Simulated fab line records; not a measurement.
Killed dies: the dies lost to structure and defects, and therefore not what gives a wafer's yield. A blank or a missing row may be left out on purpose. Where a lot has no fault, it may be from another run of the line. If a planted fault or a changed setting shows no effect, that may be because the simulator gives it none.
Chamber matching    flow gf180mcu    GF_PASSIVATION_CVD_00 on pecvd-01: 3 sister chambers
The step deposits SiO2 from TEOS, target thk 1000 nm, time 111.95 s. 14 wafers are shown with their chamber, then 7 later ones without.

WAFERS PAIRED WITH THEIR CHAMBERS
wafer   chamber  heater-power-w (W)  heater-power-outer-w (W)
L074.3  0        840                 513
L074.5  1        892                 507
L074.6  0        695                 405
L075.4  0        685                 398
L075.5  2        532                 311
L075.6  1        868                 477
L077.1  2        584                 349
L077.2  1        910                 505
L077.3  0        706                 436
L078.2  0        835                 504
L078.4  1        866                 481
L078.5  0        872                 515
L079.1  0        851                 530
L079.2  1        785                 408

SIGNATURES (averages over the wafers above)
reading               chamber 0  chamber 1  chamber 2  scatter within a chamber
heater-power-w        783.43     864.20     558.00     68.9
heater-power-outer-w  471.57     475.60     330.00     48.9
Rule: a wafer lies at a distance from a chamber equal to the root of the sum of squares, over the readings, of (its reading less the chamber's mean, divided by the reading's scatter). If the next closest chamber is less than 2 further off than the closest, the wafer can't be placed; otherwise it belongs to the closest. The scatter: the root of (the sum of the squares of (reading less its chamber's mean) over the shown wafers, divided by (wafers less chambers)).

WAFERS WITH NO CHAMBER GIVEN
wafer   heater-power-w (W)  heater-power-outer-w (W)
L079.3  674                 415
L091.3  639                 406
L091.4  916                 517
L091.6  873                 519
L093.1  874                 491
L093.4  682                 408
L093.5  676                 405

WHICH CHAMBER EACH WENT THROUGH
wafer   from the rows above           in truth
L079.3  can't be placed: 0 or 2 or 1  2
L091.3  can't be placed: 2 or 0 or 1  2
L091.4  can't be placed: 1 or 0       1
L091.6  can't be placed: 1 or 0       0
L093.1  can't be placed: 1 or 0       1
L093.4  can't be placed: 0 or 2 or 1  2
L093.5  can't be placed: 0 or 2 or 1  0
Correctly placed: 0 of 7. Not placeable from these rows: 7 (in 7, the candidates include the true chamber). Wrongly placed: 0.
